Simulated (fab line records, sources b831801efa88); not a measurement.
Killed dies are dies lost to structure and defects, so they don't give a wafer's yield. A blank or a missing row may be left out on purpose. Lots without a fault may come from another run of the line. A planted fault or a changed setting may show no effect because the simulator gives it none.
One fault seen from 2 desks | flow gf180mcu | each desk has only its own numbers; what lay behind them comes last

THE METROLOGY DESK
What the gauges read, lot by lot, whatever tool the lot ran on: means of the sampled wafers that have a number. A lot is out of limits, marked OUT, if its mean lies more than 4 standard deviations from the usual mean; the brackets give that distance.
Columns: A = V5_W_RS at GF_V5_RS_MEAS_24, usual 0.327 ohm/sq
lot  | first seen here | A
L111 | day 28 05:22    | 0.325
L112 | day 28 08:37    | 0.322
L113 | day 28 12:13    | 0.328
L114 | day 28 20:25    | 0.325
L118 | day 29 15:45    | 0.330
L117 | day 29 19:17    | 0.332
L119 | day 29 23:10    | 0.328
L120 | day 30 01:12    | 0.330
L121 | day 30 08:13    | 0.325
L122 | day 30 18:27    | 0.326
L125 | day 31 15:07    | 0.327
L132 | day 33 08:32    | 0.330
L133 | day 33 12:49    | 0.326
This desk's finding: nothing out of limits on any of the 13 lots.

THE TOOL OWNER'S DESK: pvd_sputter-01
The tool's own readings at GF_M3_SPUTTER_04 (material TiN, target thk 50 nm, time 41.7 s): means of the sampled wafers that have a number, for each lot that ran on this tool. A lot is out of limits, marked OUT, if its mean lies more than 4 standard deviations from the usual mean; the brackets give that distance.
Columns: A = throttle_valve_pct at GF_M3_SPUTTER_04, usual 29.4 %
lot  | first seen here | A
L113 | day 21 19:47    | 28.5
L114 | day 22 04:34    | 28.6
L117 | day 23 06:37    | 29.5
L120 | day 23 16:41    | 29.3
L121 | day 23 23:26    | 29.7
L122 | day 24 11:06    | 28.6
L125 | day 25 11:42    | 29.3
L133 | day 27 23:05    | 29.6
This desk's finding: nothing out of limits on any of the 8 lots.

PUT TOGETHER
The metrology desk saw nothing out of limits.
The tool owner's desk saw nothing out of limits.

WHAT THE SIMULATOR HAD PUT IN
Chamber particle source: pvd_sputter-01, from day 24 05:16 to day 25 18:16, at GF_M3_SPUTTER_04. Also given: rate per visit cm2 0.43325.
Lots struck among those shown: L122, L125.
